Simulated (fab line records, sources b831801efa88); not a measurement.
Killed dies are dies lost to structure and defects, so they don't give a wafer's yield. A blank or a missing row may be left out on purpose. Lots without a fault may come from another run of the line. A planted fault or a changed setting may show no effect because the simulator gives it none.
fab line records | flow sfq_line
record lots=5 wafers=23
route steps=325 shown I1@80 M2@89 M3@123 I3@138 M4@152 I4@167 JJ@180
start_h: hours from the record's first day to the start of the lot's first wafer shown | wait_h: hours since the lot's step before | " the same as in the row above | L1.1+2: a row that stands for several wafers | - no value, or no start given | * or withheld: withheld | < > ~ a bound
route shown NAME@n: a module of which the file shows steps, and the number in the route of the first | usual: mean/standard deviation of fault-free wafers | same: alike in all rows | chamber/n: place in a boat | sites: the reading at each site | _std_site: their standard deviation | _edge_site: outer sites' mean less inner sites' | radius_mm: how far each site lies from the wafer's centre | mask NAME#n: copy n | behind: the tool/chamber that last shaped the wafer | hold: why the lot was held/for how many hours/how that ended | device: the transistor (n, p or np) that didn't switch | end of line: the same wafers' tests at the end of the route | a step without rows: its recipe alone | killed: dies lost to structure and defects at the first sort, not the wafer's yield | map: a wafer's dies, x killed, . not, _ none there
set.NAME: the setting as run; set.NAME@STEP: as run at that earlier step | model.NAME: the simulator's own value behind a step, which no gauge read
lots whose settings were changed on purpose; a table a step, a row a wafer
## steps
# step SFQ_TRILAYER_I1_VIA_LITHO_EXPOSE_050
# recipe mask_id=I1 na=0.6 source_shape=conventional sigma_outer=0.65 target_cd_nm=500 dose_mj=21.3
# columns lot.wafer tool chamber start_h wait_h mask set.dose_mj
L075.1+3+5 krf_scanner-02 0 688.95 - I1#0 22.59
L075.4+6 " 0 " " I1#0 21.3
L076.1+2+3+5+6 krf_scanner-02 0 702.15 - I1#0 21.3
L077.1+4+6 krf_scanner-02 0 721.35 - I1#0 22.58
L077.2+3 " 0 " " I1#0 21.3
L080.1+3+5 krf_scanner-01 0 771.87 - I1#0 21.3
L080.2+6 " 0 " " I1#0 22.15
L082.3+5+6 krf_scanner-01 0 795.07 - I1#0 21.3
# step SFQ_TRILAYER_I1_VIA_LITHO_PEB_052
# recipe peb_temp_c=115 peb_time_s=60 resist=KrF
# step SFQ_TRILAYER_I1_VIA_LITHO_DEVELOP_051
# recipe time_s=60 resist=KrF
# step SFQ_TRILAYER_I1_VIA_BARC_OPEN_VIA_ETCH_071
# recipe mask_material=PR chemistry=O2 target_depth_nm=125 target=BARC source_w=500 bias_w=80 pressure_mtorr=30 time_s=41.7
# columns lot.wafer tool chamber start_h wait_h set.dose_mj@TRILAYER_I1_VIA_LITHO_EXPOSE_050 model.I1.cd_nm
L075.1 rie_diel-02 0 690.49 0.0 22.59 508.6
L075.3 " 2 " " 22.59 507.1
L075.4 " 3 " " 21.3 498
L075.5 " 2 " " 22.59 505.5
L075.6 " 3 " " 21.3 497
L076.1 rie_diel-02 3 703.69 0.0 21.3 499.3
L076.2 " 0 " " 21.3 500.8
L076.3 " 1 " " 21.3 500
L076.5 " 3 " " 21.3 498.1
L076.6 " 0 " " 21.3 500.1
L077.1 rie_diel-04 2 722.89 0.0 22.58 511.1
L077.2 " 1 " " 21.3 504.2
L077.3 " 0 " " 21.3 502.6
L077.4 " 3 " " 22.58 511.9
L077.6 " 3 " " 22.58 513.6
L080.1 rie_diel-04 2 773.41 0.0 21.3 500.8
L080.2 " 1 " " 22.15 507.7
L080.3 " 3 " " 21.3 500.1
L080.5 " 1 " " 21.3 499.4
L080.6 " 2 " " 22.15 507.3
L082.3 rie_diel-04 2 796.21 0.0 21.3 499.3
L082.5+6 " 2,3 " " 21.3 499.7
# step SFQ_TRILAYER_M2_DEP_SPUTTER_055
# recipe material=Nb base_pressure_pa=1.33e-06 chamber_pressure_pa=0.1333 substrate_temp_c=20 resputter_cathode_voltage_v=400 target_thk_nm=200 power_w=2000 time_s=133.3
# columns lot.wafer tool chamber start_h wait_h set.time_s model.Nb_of_TRILAYER_M2_DEP_SPUTTER_055.thk_nm
L075.1 pvd_sputter-04 - 691.46 0.0 133.3 202.5
L075.3 " - " " 133.3 199.7
L075.4 " - " " 133.3 198.8
L075.5 " - " " 133.3 203.6
L075.6 " - " " 133.3 200.2
L076.1 pvd_sputter-06 - 704.64 0.0 133.3 199.5
L076.2 " - " " 125.8 189.2
L076.3 " - " " 133.3 199.2
L076.5 " - " " 125.8 186.7
L076.6 " - " " 133.3 203.2
L077.1 pvd_sputter-05 - 723.84 0.0 133.3 205
L077.2 " - " " 139.8 212.8
L077.3 " - " " 139.8 215.4
L077.4 " - " " 139.8 210.8
L077.6 " - " " 133.3 200.1
L080.1 pvd_sputter-05 - 774.38 0.0 145.3 220.8
L080.2 " - " " 133.3 203.1
L080.3 " - " " 133.3 200.6
L080.5 " - " " 145.3 219
L080.6 " - " " 145.3 217.2
L082.3 pvd_sputter-05 - 797.17 0.0 133.3 202.4
L082.5 " - " " 133.3 203.8
L082.6 " - " " 133.3 199.5
# step SFQ_M2_RS_MEAS_914
# recipe thk_meas_gauge=four-point-probe reads=Nb_of_TRILAYER_M2_DEP_SPUTTER_055
# usual M2_NB_RS=0.882/0.011
# columns lot.wafer tool chamber start_h wait_h set.time_s@TRILAYER_M2_DEP_SPUTTER_055 M2_NB_RS[ohm/sq]
L075.1 film_metro-01 - 691.55 0.0 133.3 0.876
L075.3 " - " " 133.3 0.890
L075.4 " - " " 133.3 0.894
L075.5 " - " " 133.3 0.871
L075.6 " - " " 133.3 0.886
L076.1 film_metro-01 - 704.73 0.0 133.3 0.892
L076.2 " - " " 125.8 0.940
L076.3 " - " " 133.3 0.892
L076.5 " - " " 125.8 0.954
L076.6 " - " " 133.3 0.872
L077.1 film_metro-04 - 723.93 0.0 133.3 0.866
L077.2 " - " " 139.8 0.835
L077.3 " - " " 139.8 0.824
L077.4 " - " " 139.8 0.841
L077.6 " - " " 133.3 0.886
L080.1 film_metro-03 - 774.47 0.0 145.3 0.804
L080.2 " - " " 133.3 0.875
L080.3 " - " " 133.3 0.887
L080.5 " - " " 145.3 0.812
L080.6 " - " " 145.3 0.820
L082.3 film_metro-03 - 797.30 0.1 133.3 0.880
L082.5 " - " " 133.3 0.874
L082.6 " - " " 133.3 0.895
# step SFQ_TRILAYER_M2_LITHO_EXPOSE_058
# recipe mask_id=M2 na=0.6 source_shape=conventional sigma_outer=0.65 target_cd_nm=500 dose_mj=14.4
# columns lot.wafer tool chamber start_h wait_h mask set.dose_mj
L075.1+4 krf_scanner-02 0 846.40 - M2#0 14.84
L075.3+5+6 " 0 " " M2#0 14.4
L076.1+2+6 krf_scanner-02 0 857.20 - M2#0 14.4
L076.3+5 " 0 " " M2#0 13.65
L077.1+3+4 krf_scanner-02 0 877.60 - M2#0 14.4
L077.2+6 " 0 " " M2#0 15.21
L080.1+2+5 krf_scanner-02 0 922.25 - M2#0 14.4
L080.3+6 " 0 " " M2#0 13.97
L082.3+5+6 krf_scanner-02 0 944.25 - M2#0 14.4
# step SFQ_TRILAYER_M2_LITHO_PEB_060
# recipe peb_temp_c=115 peb_time_s=60 resist=KrF
# step SFQ_TRILAYER_M2_LITHO_DEVELOP_059
# recipe time_s=60 resist=KrF
# step SFQ_TRILAYER_M2_BARC_OPEN_METAL_ETCH_077
# recipe mask_material=PR chemistry=O2 target_depth_nm=125 target=BARC icp_w=600 bias_w=78.66 pressure_mtorr=10 time_s=41.7
# columns lot.wafer tool chamber start_h wait_h set.dose_mj@TRILAYER_M2_LITHO_EXPOSE_058 model.M2.cd_nm
L075.1 rie_metal-02 1 847.94 0.0 14.84 496.6
L075.3 " 1 " " 14.4 499.7
L075.4 " 0 " " 14.84 496.4
L075.5 " 0 " " 14.4 502.6
L075.6 " 1 " " 14.4 500.7
L076.1 rie_metal-02 1 858.74 0.0 14.4 500.4
L076.2 " 0 " " 14.4 500.5
L076.3 " 0 " " 13.65 508.7
L076.5 " 1 " " 13.65 510.3
L076.6 " 0 " " 14.4 500.2
L077.1 rie_metal-01 1 879.14 0.0 14.4 501.1
L077.2 " 0 " " 15.21 492
L077.3 " 1 " " 14.4 500.2
L077.4 " 0 " " 14.4 500
L077.6 " 0 " " 15.21 492.7
L080.1 rie_metal-04 0 923.79 0.0 14.4 500.6
L080.2 " 1 " " 14.4 500.1
L080.3 " 1 " " 13.97 504.6
L080.5 " 1 " " 14.4 500.5
L080.6 " 0 " " 13.97 504.9
L082.3 rie_metal-04 0 945.41 0.0 14.4 501
L082.5 " 1 " " 14.4 499.1
L082.6 " 0 " " 14.4 501.1
# step SFQ_TRILAYER_M2_ETCH_METAL_ETCH_060
# recipe target=Nb stop_on=SiO2 mask_material=PR chemistry=Cl2/Ar target_depth_nm=240 icp_w=600 bias_w=80 pressure_mtorr=10 time_s=120
# usual oes_product_au=0.899/0.0077
# columns lot.wafer tool chamber start_h wait_h set.time_s@TRILAYER_M2_DEP_SPUTTER_055 set.dose_mj@TRILAYER_M2_LITHO_EXPOSE_058 oes_product_au model.M2.cd_nm
L075.1 rie_metal-02 1 847.99 0.0 133.3 14.84 0.906 494.9
L075.3 " 1 " " 133.3 14.4 0.898 497.9
L075.4 " 0 " " 133.3 14.84 0.875 497.4
L075.5 " 0 " " 133.3 14.4 0.908 503.8
L075.6 " 1 " " 133.3 14.4 0.898 499.5
L076.1 rie_metal-02 1 858.79 0.0 133.3 14.4 0.893 498.7
L076.2 " 0 " " 125.8 14.4 0.861 501.9
L076.3 " 0 " " 133.3 13.65 0.886 508.7
L076.5 " 1 " " 125.8 13.65 0.859 507.6
L076.6 " 0 " " 133.3 14.4 0.898 500.5
L077.1 rie_metal-01 1 879.19 0.0 133.3 14.4 0.909 502.3
L077.2 " 0 " " 139.8 15.21 0.922 493.4
L077.3 " 1 " " 139.8 14.4 0.931 501.3
L077.4 " 0 " " 139.8 14.4 0.919 503
L077.6 " 0 " " 133.3 15.21 0.894 494.8
L080.1 rie_metal-04 0 923.84 0.0 145.3 14.4 0.943 501.9
L080.2 " 1 " " 133.3 14.4 0.897 498.9
L080.3 " 1 " " 133.3 13.97 0.895 504
L080.5 " 1 " " 145.3 14.4 0.943 499.2
L080.6 " 0 " " 145.3 13.97 0.945 506.5
L082.3 rie_metal-04 0 945.49 0.1 133.3 14.4 0.895 501.7
L082.5 " 1 " " 133.3 14.4 0.909 498.5
L082.6 " 0 " " 133.3 14.4 0.899 501.1
# step SFQ_TRILAYER_M3_LITHO_COAT_075
# recipe resist=KrF spin_rpm=3000 resist_thk_nm=600
# columns lot.wafer tool chamber start_h wait_h set.resist_thk_nm model.KrF_of_TRILAYER_M3_LITHO_COAT_075.thk_nm
L075.1 litho_track-01 0 1008.91 0.2 600 596.6
L075.3+5 " 0 " " 600 596.1
L075.4 " 0 " " 600 597.5
L075.6 " 0 " " 600 596
L076.1 litho_track-01 0 1019.71 0.2 600 596.6
L076.2 " 0 " " 600 599.3
L076.3 " 0 " " 600 598.1
L076.5 " 0 " " 600 599.8
L076.6 " 0 " " 600 599.2
L077.1 litho_track-01 0 1038.91 0.2 600 599.1
L077.2 " 0 " " 600 599.7
L077.3 " 0 " " 600 599
L077.4 " 0 " " 577.7 576.2
L077.6 " 0 " " 577.7 576.4
L080.1 litho_track-03 0 1083.22 0.2 581.6 580.5
L080.2 " 0 " " 600 601
L080.3 " 0 " " 600 598.8
L080.5 " 0 " " 581.6 581.7
L080.6 " 0 " " 581.6 581.5
L082.3 litho_track-03 0 1097.28 0.2 600 597.6
L082.5 " 0 " " 600 597.4
L082.6 " 0 " " 600 596.6
# step SFQ_TRILAYER_M3_BARC_OPEN_METAL_ETCH_100
# recipe mask_material=PR chemistry=O2 target_depth_nm=125 target=BARC icp_w=600 bias_w=80 pressure_mtorr=10 time_s=41.7
# columns lot.wafer tool chamber start_h wait_h set.bias_w set.resist_thk_nm@TRILAYER_M3_LITHO_COAT_075 model.KrF_of_TRILAYER_M3_LITHO_COAT_075.thk_nm
L075.1 rie_metal-01 0 1010.90 0.0 87.04 600 518.5
L075.3 " 1 " " 80 600 518.8
L075.4 " 0 " " 80 600 520.5
L075.5 " 0 " " 80 600 518.7
L075.6 " 1 " " 87.04 600 517
L076.1 rie_metal-03 0 1021.70 0.0 80 600 519.4
L076.2 " 1 " " 80 600 521.1
L076.3 " 1 " " 80 600 519.6
L076.5 " 0 " " 80 600 522.7
L076.6 " 1 " " 80 600 520.7
L077.1 rie_metal-04 0 1042.10 0.0 80 600 521.2
L077.2 " 1 " " 72.25 600 522.8
L077.3 " 0 " " 80 600 521.1
L077.4 " 1 " " 72.25 577.7 498.7
L077.6 " 0 " " 80 577.7 498
L080.1 rie_metal-03 0 1085.20 0.0 80 581.6 502.4
L080.2 " 1 " " 80 600 522.9
L080.3 " 1 " " 83.13 600 520.3
L080.5 " 1 " " 83.13 581.6 503.4
L080.6 " 0 " " 80 581.6 503.2
L082.3 rie_metal-01 1 1238.73 0.0 80 600 519.1
L082.5 " 0 " " 80 600 519.9
L082.6 " 1 " " 80 600 518.3
# step SFQ_TRILAYER_I3_VIA_LITHO_COAT_085
# recipe resist=KrF spin_rpm=3000 resist_thk_nm=650
# columns lot.wafer tool chamber start_h wait_h set.resist_thk_nm model.KrF_of_TRILAYER_I3_VIA_LITHO_COAT_085.thk_nm
L075.1 litho_track-03 0 1017.32 0.2 672.1 666.8
L075.3+5 " 0 " " 650 647.9
L075.4 " 0 " " 672.1 666.7
L075.6 " 0 " " 650 647.8
L076.1 litho_track-02 0 1027.36 0.2 650 648.7
L076.2 " 0 " " 650 651.5
L076.3 " 0 " " 650 649.4
L076.5 " 0 " " 650 650.3
L076.6 " 0 " " 650 649.2
L077.1 litho_track-02 0 1048.44 0.2 627.6 628.2
L077.2 " 0 " " 650 650.5
L077.3 " 0 " " 650 648.5
L077.4 " 0 " " 627.6 627.2
L077.6 " 0 " " 627.6 630.2
L080.1 litho_track-02 0 1091.07 0.2 650 652.8
L080.2 " 0 " " 650 651.4
L080.3 " 0 " " 650 650
L080.5 " 0 " " 619.4 619.3
L080.6 " 0 " " 619.4 619.8
L082.3 litho_track-04 0 1244.46 0.2 650 649.4
L082.5 " 0 " " 650 651
L082.6 " 0 " " 650 649.6
# step SFQ_TRILAYER_I3_VIA_BARC_OPEN_VIA_ETCH_121
# recipe mask_material=PR chemistry=O2 target_depth_nm=125 target=BARC source_w=500 bias_w=80 pressure_mtorr=30 time_s=41.7
# columns lot.wafer tool chamber start_h wait_h set.source_w set.resist_thk_nm@TRILAYER_I3_VIA_LITHO_COAT_085 model.KrF_of_TRILAYER_I3_VIA_LITHO_COAT_085.thk_nm
L075.1 rie_diel-01 0 1156.93 0.0 500 672.1 589.6
L075.3 " 3 " " 500 650 570
L075.4 " 2 " " 453.5 672.1 594.1
L075.5 " 2 " " 500 650 571.2
L075.6 " 3 " " 453.5 650 574.4
L076.1 rie_diel-04 3 1167.15 0.0 500 650 572.1
L076.2 " 2 " " 537.9 650 570.2
L076.3 " 1 " " 500 650 572
L076.5 " 2 " " 537.9 650 569.4
L076.6 " 3 " " 500 650 572.3
L077.1 rie_diel-03 0 1188.60 0.0 500 627.6 550.3
L077.2 " 3 " " 455.5 650 578.9
L077.3 " 2 " " 455.5 650 575.5
L077.4 " 1 " " 455.5 627.6 554.5
L077.6 " 2 " " 500 627.6 553.8
L080.1 rie_diel-03 3 1232.71 0.0 479.8 650 578.4
L080.2+3 " 0,2 " " 500 650 573.7
L080.5 " 0 " " 479.8 619.4 543.2
L080.6 " 1 " " 500 619.4 542.4
L082.3 rie_diel-04 3 1375.08 0.0 500 650 573.3
L082.5 " 1 " " 500 650 572.3
L082.6 " 2 " " 500 650 572.2
# step SFQ_TRILAYER_I3_VIA_ETCH_VIA_ETCH_088
# recipe target=SiO2 stop_on=Nb mask_material=PR taper_deg=20 chemistry=CHF3 target_depth_nm=260 source_w=500 bias_w=80 pressure_mtorr=30 time_s=withheld
# columns lot.wafer tool chamber start_h wait_h set.bias_w set.resist_thk_nm@TRILAYER_I3_VIA_LITHO_COAT_085 model.KrF_of_TRILAYER_I3_VIA_LITHO_COAT_085.thk_nm
L075.1 rie_diel-01 0 1156.97 0.0 80 672.1 545.1
L075.3 " 3 " " 76.62 650 525.4
L075.4 " 2 " " 76.62 672.1 550.4
L075.5 " 2 " " 80 650 526.9
L075.6 " 3 " " 80 650 529.3
L076.1 rie_diel-04 3 1167.19 0.0 80 650 528
L076.2 " 2 " " 76.42 650 525.3
L076.3 " 1 " " 76.42 650 527.1
L076.5 " 2 " " 76.42 650 524.5
L076.6 " 3 " " 80 650 527.7
L077.1 rie_diel-03 0 1188.64 0.0 80 627.6 505.1
L077.2 " 3 " " 80 650 535
L077.3 " 2 " " 87.49 650 529.7
L077.4 " 1 " " 87.49 627.6 508.2
L077.6 " 2 " " 80 627.6 509.6
L080.1 rie_diel-03 3 1232.75 0.0 80 650 534.2
L080.2 " 0 " " 70.61 650 529.9
L080.3 " 2 " " 80 650 529.7
L080.5 " 0 " " 80 619.4 497.2
L080.6 " 1 " " 70.61 619.4 499.5
L082.3 rie_diel-04 3 1375.12 0.0 80 650 529.3
L082.5 " 1 " " 80 650 526.4
L082.6 " 2 " " 80 650 527.2
# step SFQ_TRILAYER_M4_LITHO_COAT_098
# recipe resist=BARC spin_rpm=3000 resist_thk_nm=62
# columns lot.wafer tool chamber start_h wait_h set.resist_thk_nm model.BARC_of_TRILAYER_M4_LITHO_COAT_098.thk_nm
L075.1 litho_track-04 0 1158.16 0.1 60.77 60.56
L075.3 " 0 " " 62 61.76
L075.4 " 0 " " 60.77 60.48
L075.5 " 0 " " 60.77 60.55
L075.6 " 0 " " 62 61.88
L076.1 litho_track-04 0 1168.38 0.1 65.5 65.31
L076.2 " 0 " " 65.5 65.36
L076.3 " 0 " " 62 61.84
L076.5 " 0 " " 62 62.1
L076.6 " 0 " " 62 61.79
L077.1 litho_track-04 0 1189.84 0.1 62 62.1
L077.2+6 " 0 " " 62 62.21
L077.3 " 0 " " 62 62.15
L077.4 " 0 " " 62 62.19
L080.1 litho_track-01 0 1234.11 0.1 62 61.88
L080.2 " 0 " " 62 61.98
L080.3 " 0 " " 64.33 64.31
L080.5 " 0 " " 64.33 64.26
L080.6 " 0 " " 64.33 64.32
L082.3 litho_track-02 0 1376.42 0.1 62 62.39
L082.5 " 0 " " 62 62.28
L082.6 " 0 " " 62 62.54
# step SFQ_TRILAYER_I4_VIA_LITHO_COAT_108
# recipe resist=BARC spin_rpm=3000 resist_thk_nm=62
# columns lot.wafer tool chamber start_h wait_h set.spin_rpm model.BARC_of_TRILAYER_I4_VIA_LITHO_COAT_108.thk_nm
L075.1 litho_track-01 0 1308.05 1.0 2781 64.19
L075.3 " 0 " " 3000 61.82
L075.4 " 0 " " 3000 61.85
L075.5 " 0 " " 2781 64.58
L075.6 " 0 " " 3000 61.92
L076.1 litho_track-03 0 1314.65 1.0 3000 62.07
L076.2 " 0 " " 3000 62.13
L076.3 " 0 " " 3000 62.26
L076.5 " 0 " " 3000 62.02
L076.6 " 0 " " 3000 62.18
L077.1 litho_track-03 0 1336.82 1.0 3000 61.8
L077.2 " 0 " " 3000 62.01
L077.3 " 0 " " 3000 61.9
L077.4 " 0 " " 3000 61.93
L077.6 " 0 " " 3000 61.81
L080.1 litho_track-01 0 1381.60 1.0 3170 60.04
L080.2 " 0 " " 3170 60.28
L080.3 " 0 " " 3000 61.95
L080.5 " 0 " " 3000 61.81
L080.6 " 0 " " 3170 60.29
L082.3 litho_track-04 0 1399.70 0.7 3000 62.06
L082.5 " 0 " " 3000 61.95
L082.6 " 0 " " 3000 61.89
# step SFQ_TRILAYER_I4_VIA_BARC_OPEN_VIA_ETCH_146
# recipe mask_material=PR chemistry=O2 target_depth_nm=125 target=BARC source_w=500 bias_w=80 pressure_mtorr=30 time_s=41.7
# columns lot.wafer tool chamber start_h wait_h set.source_w model.KrF_of_TRILAYER_I4_VIA_LITHO_COAT_103.thk_nm
L075.1 rie_diel-01 0 1310.42 0.0 500 569.7
L075.3+4 " 3,1 " " 500 570.8
L075.5 " 3 " " 500 569.8
L075.6 " 0 " " 500 569.4
L076.1 rie_diel-01 0 1317.06 0.0 520.6 570.1
L076.2 " 3 " " 520.6 569
L076.3 " 2 " " 500 571.9
L076.5 " 1 " " 520.6 569.2
L076.6 " 0 " " 500 571.5
L077.1 rie_diel-01 2 1339.10 0.0 500 573.5
L077.2 " 1 " " 500 572.2
L077.3 " 3 " " 500 570.9
L077.4 " 0 " " 537.4 566.5
L077.6 " 3 " " 537.4 568.8
L080.1 rie_diel-01 2 1383.89 0.0 451 577.2
L080.2 " 0 " " 500 574.3
L080.3 " 3 " " 500 574.1
L080.5 " 3 " " 451 579.7
L080.6 " 2 " " 451 576.9
L082.3 rie_diel-04 3 1411.95 0.0 500 570.5
L082.5 " 1 " " 500 570.4
L082.6 " 0 " " 500 569.3
# step SFQ_TRILAYER_JJ_TRILAYER_DEP_SPUTTER_110
# recipe material=Al base_pressure_pa=1.33e-06 target_thk_nm=8 power_w=500 time_s=10 chamber_pressure_pa=0.4
# columns lot.wafer tool chamber start_h wait_h set.power_w model.Al_of_TRILAYER_JJ_TRILAYER_DEP_SPUTTER_110.thk_nm
L075.1 pvd_sputter-04 - 1311.45 0.0 500 8.052
L075.3 " - " " 472.5 7.619
L075.4 " - " " 500 7.971
L075.5 " - " " 472.5 7.646
L075.6 " - " " 500 8.057
L076.1 pvd_sputter-03 - 1318.09 0.0 463 7.498
L076.2 " - " " 500 7.917
L076.3 " - " " 463 7.537
L076.5 " - " " 463 7.549
L076.6 " - " " 500 8.115
L077.1 pvd_sputter-03 - 1340.13 0.0 500 8.287
L077.2 " - " " 500 8.173
L077.3 " - " " 500 8.077
L077.4 " - " " 500 8.06
L077.6 " - " " 500 8.097
L080.1 pvd_sputter-03 - 1384.92 0.0 500 7.904
L080.2 " - " " 555.1 8.788
L080.3 " - " " 500 7.899
L080.5 " - " " 555.1 8.819
L080.6 " - " " 555.1 8.828
L082.3 pvd_sputter-04 - 1413.02 0.0 500 7.962
L082.5 " - " " 500 7.968
L082.6 " - " " 500 8.192
## key
split step=SFQ_TRILAYER_I1_VIA_LITHO_EXPOSE_050 setting=dose_mj stated=21.3 by=wafer
response step=SFQ_TRILAYER_I1_VIA_BARC_OPEN_VIA_ETCH_071 reading=model.I1.cd_nm change=+1.58 per=1% r=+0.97
split step=SFQ_TRILAYER_M2_DEP_SPUTTER_055 setting=time_s stated=133.3 by=wafer
response step=SFQ_TRILAYER_M2_DEP_SPUTTER_055 reading=model.Nb_of_TRILAYER_M2_DEP_SPUTTER_055.thk_nm change=+2.03 per=1% r=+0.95
response step=SFQ_M2_RS_MEAS_914 reading=M2_NB_RS change=-0.00865 per=1% r=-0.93
response step=SFQ_TRILAYER_M2_ETCH_METAL_ETCH_060 reading=oes_product_au change=+0.00527 per=1% r=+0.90
split step=SFQ_TRILAYER_M2_LITHO_EXPOSE_058 setting=dose_mj stated=14.4 by=wafer
response step=SFQ_TRILAYER_M2_BARC_OPEN_METAL_ETCH_077 reading=model.M2.cd_nm change=-1.56 per=1% r=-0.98
response step=SFQ_TRILAYER_M2_ETCH_METAL_ETCH_060 reading=model.M2.cd_nm change=-1.49 per=1% r=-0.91
split step=SFQ_TRILAYER_M3_LITHO_COAT_075 setting=resist_thk_nm stated=600 by=wafer
response step=SFQ_TRILAYER_M3_LITHO_COAT_075 reading=model.KrF_of_TRILAYER_M3_LITHO_COAT_075.thk_nm change=+6.14 per=1% r=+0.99
response step=SFQ_TRILAYER_M3_BARC_OPEN_METAL_ETCH_100 reading=model.KrF_of_TRILAYER_M3_LITHO_COAT_075.thk_nm change=+6.2 per=1% r=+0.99
split step=SFQ_TRILAYER_M3_BARC_OPEN_METAL_ETCH_100 setting=bias_w stated=80 by=wafer
response none clear
split step=SFQ_TRILAYER_I3_VIA_LITHO_COAT_085 setting=resist_thk_nm stated=650 by=wafer
response step=SFQ_TRILAYER_I3_VIA_LITHO_COAT_085 reading=model.KrF_of_TRILAYER_I3_VIA_LITHO_COAT_085.thk_nm change=+6.28 per=1% r=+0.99
response step=SFQ_TRILAYER_I3_VIA_BARC_OPEN_VIA_ETCH_121 reading=model.KrF_of_TRILAYER_I3_VIA_LITHO_COAT_085.thk_nm change=+6.68 per=1% r=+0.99
response step=SFQ_TRILAYER_I3_VIA_ETCH_VIA_ETCH_088 reading=model.KrF_of_TRILAYER_I3_VIA_LITHO_COAT_085.thk_nm change=+6.8 per=1% r=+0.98
split step=SFQ_TRILAYER_I3_VIA_BARC_OPEN_VIA_ETCH_121 setting=source_w stated=500 by=wafer
response none clear
split step=SFQ_TRILAYER_I3_VIA_ETCH_VIA_ETCH_088 setting=bias_w stated=80 by=wafer
response none clear
split step=SFQ_TRILAYER_M4_LITHO_COAT_098 setting=resist_thk_nm stated=62 by=wafer
response step=SFQ_TRILAYER_M4_LITHO_COAT_098 reading=model.BARC_of_TRILAYER_M4_LITHO_COAT_098.thk_nm change=+0.617 per=1% r=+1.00
split step=SFQ_TRILAYER_I4_VIA_LITHO_COAT_108 setting=spin_rpm stated=3000 by=wafer
response step=SFQ_TRILAYER_I4_VIA_LITHO_COAT_108 reading=model.BARC_of_TRILAYER_I4_VIA_LITHO_COAT_108.thk_nm change=-0.327 per=1% r=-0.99
split step=SFQ_TRILAYER_I4_VIA_BARC_OPEN_VIA_ETCH_146 setting=source_w stated=500 by=wafer
response step=SFQ_TRILAYER_I4_VIA_BARC_OPEN_VIA_ETCH_146 reading=model.KrF_of_TRILAYER_I4_VIA_LITHO_COAT_103.thk_nm change=-0.474 per=1% r=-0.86
split step=SFQ_TRILAYER_JJ_TRILAYER_DEP_SPUTTER_110 setting=power_w stated=500 by=wafer
response step=SFQ_TRILAYER_JJ_TRILAYER_DEP_SPUTTER_110 reading=model.Al_of_TRILAYER_JJ_TRILAYER_DEP_SPUTTER_110.thk_nm change=+0.0766 per=1% r=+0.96
